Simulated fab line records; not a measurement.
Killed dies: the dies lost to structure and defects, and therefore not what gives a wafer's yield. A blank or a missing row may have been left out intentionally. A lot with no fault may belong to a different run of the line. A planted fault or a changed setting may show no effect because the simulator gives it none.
A single fault, viewed from 2 desks / flow gf180mcu / each desk holds nothing but its own numbers, with what lay behind them at the end

## AT THE METROLOGY DESK
Means of the sampled wafers that have a number, per lot and without regard to the tool the lot ran on: this is what the gauges read. If a lot's mean is further than 4 standard deviations from the usual mean, the lot is out of limits and carries the mark OUT (the distance appears in the brackets).
Columns: A = cd nm at GF_V5_CD_MEAS_14, usual 260.0 nm; B = cd nm at GF_TOP_METAL_CD_MEAS_14, usual 440.2 nm
lot=L554; first seen here=day 27 10:56; A=259.4; B=443.7
lot=L555; first seen here=day 27 20:22; A=260.0; B=438.8
lot=L558; first seen here=day 28 20:04; A=260.8; B=440.5
lot=L559; first seen here=day 29 00:49; A=259.3; B=442.3
lot=L560; first seen here=day 29 06:10; A=259.8; B=439.0
lot=L561; first seen here=day 29 15:52; A=260.4; B=440.3
lot=L567; first seen here=day 31 10:07; A=261.1; B=441.3
lot=L568; first seen here=day 31 22:05; A=257.5; B=454.2 (+7.4) OUT
lot=L569; first seen here=day 32 05:32; A=261.2; B=449.1 (+4.7) OUT
lot=L570; first seen here=day 32 11:32; A=260.8; B=451.1 (+5.8) OUT
lot=L573; first seen here=day 32 21:47; A=259.0; B=438.6
lot=L575; first seen here=day 33 11:08; A=260.3; B=440.8
This desk's finding: out of limits on L568, L569, L570; first on L568, day 32 16:11 (cd nm at GF_TOP_METAL_CD_MEAS_14). Within limits: L554, L555, L558, L559, L560, L561, L567, L573, L575.

## FOR THE TOOL OWNER'S DESK: iline stepper-01
The tool's own readings at GF_TOP_METAL_EXPOSE_11 (exposes mask MetalTop, target cd 440 nm): means of the sampled wafers that have a number, for each lot that ran on this tool. If a lot's mean is further than 4 standard deviations from the usual mean, the lot is out of limits and carries the mark OUT (the distance appears in the brackets).
Columns: A = exposure dose mJ cm2 at GF_TOP_METAL_EXPOSE_11, usual 169.90; B = focus offset nm at GF_TOP_METAL_EXPOSE_11, usual -0.1 nm
lot=L554; first seen here=day 27 22:29; A=169.90; B=0.1
lot=L559; first seen here=day 29 12:37; A=169.92; B=-0.1
lot=L560; first seen here=day 29 17:08; A=169.93; B=0.0
lot=L561; first seen here=day 30 02:55; A=169.69; B=0.2
lot=L567; first seen here=day 31 20:20; A=169.98; B=-0.5
lot=L568; first seen here=day 32 08:17; A=162.19 (-45) OUT; B=-0.4
lot=L569; first seen here=day 32 16:13; A=163.61 (-37) OUT; B=-0.5
lot=L570; first seen here=day 32 21:38; A=163.99 (-35) OUT; B=-0.5
This desk's finding: out of limits on L568, L569, L570; first on L568, day 32 08:17 (exposure dose mJ cm2 at GF_TOP_METAL_EXPOSE_11). Within limits: L554, L559, L560, L561, L567.

## BROUGHT TOGETHER
At day 32 08:17, on L568, L569, L570, the tool owner's desk was in a position to raise an alarm.
At day 32 16:11 the metrology desk could have sounded an alarm, on L568, L569, L570.
GF_TOP_METAL_EXPOSE_11 was run on iline stepper-01 by each of the lots named.

## WHAT HAD BEEN PUT IN BY THE SIMULATOR
Drift in process parameters on iline stepper-01 at GF_TOP_METAL_EXPOSE_11, starting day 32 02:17. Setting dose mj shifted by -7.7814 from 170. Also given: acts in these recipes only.
Shown lots that were struck: L568, L569, L570.
Fault start to first reading out of limits, in hours, per desk: tool owner, 6; metrology, 14.
